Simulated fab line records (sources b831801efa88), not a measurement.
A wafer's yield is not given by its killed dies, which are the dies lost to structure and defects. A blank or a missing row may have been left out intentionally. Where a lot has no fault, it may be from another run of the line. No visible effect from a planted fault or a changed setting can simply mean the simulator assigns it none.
8D (eight disciplines) problem report, filled in by code ; flow sky130 ; the parts of the form that need people (team, actions taken, sign-off) are left out

1. PROBLEM STATEMENT
At SKY_CONTACT_COAT_08, spin-speed-rpm averages 2623.4 rpm over 6 wafers from 2 lots, while fault-free wafers read 2999.5 rpm, standard deviation 2.4. So: -99 or more standard deviations from the usual mean.
The step: resist thk 60 nm.
The first sign was on wafer L290.1 at day 36 11:11, on litho-track-03. Wafers with a number at this step in the record: 33, from 11 lots. The rule behind "out" and "out of limits": a value lying over 4 standard deviations away from the usual mean. All remaining wafers that have a number are taken as sound.

2. WHAT IT IS, AND WHAT IT ISN'T
question;is;is not
which readings at this step;spin-speed-rpm;-
which lots;L290, L291;L273, L275, L276, L277, L279, L280, L282, L295, L296
which wafers of those lots;all that have a number;-
read on which tools;litho-track-03;litho-track-01
when;from day 36 11:11;"up to then (21 sound wafers); but 6 sound wafers of L295, L296 came after"

3. SUSPECTS, AND WHAT RULES EACH OUT
Counting: a tool stays on the suspect list if, at a process step up to the reading, it processed all lots that are out and no sound lot following the first of them.
- litho-track-03 at SKY_CONTACT_COAT_08 (resist thk 60 nm): kept. Every lot that is out went through it, starting with L290 (day 36 11:11), and after that it ran no sound lot; the last sound lot it ran before then is L282 (day 34 08:13). Its own readings are out on those wafers: spin-speed-rpm.
Left after counting: litho-track-03 at SKY_CONTACT_COAT_08.

4. THE CAUSE (what the simulator had put in)
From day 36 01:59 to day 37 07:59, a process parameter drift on litho-track-03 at SKY_CONTACT_COAT_08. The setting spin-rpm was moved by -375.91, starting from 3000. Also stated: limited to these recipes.
After counting, this tool was the only one left.

5. THE EFFECT CHAIN, in route order
Each row: a reading whose mean over the struck wafers that have a number lies more than 3 standard deviations from the usual. Readings are gone through only where the record gives a usual standard deviation; hours: the median, over the lots, of the time from a lot's start at the first step in this table giving one to that lot's start at this step; sigmas: the change measured in usual standard deviations.
hours;step;reading;usual;on struck wafers;change;sigmas
0;SKY_CONTACT_COAT_08;spin-speed-rpm;2999.5 rpm;2623.4;-376.1;-99 or more
14;SKY_CONTACT_ETCH_16;oes-product-au;0.854 a.u.;0.885;+0.031;+6.5
Process steps it contains:
- SKY_CONTACT_COAT_08: resist thk 60 nm.
- SKY_CONTACT_ETCH_16: etches BARC in N2/H2, stops on SiO2, time 45.9 s, target depth 60 nm.

6. WHAT WOULD HAVE CAUGHT IT SOONER
In this record the first reading out of limits was taken at day 36 11:11, 9 hours after the fault began at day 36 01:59.
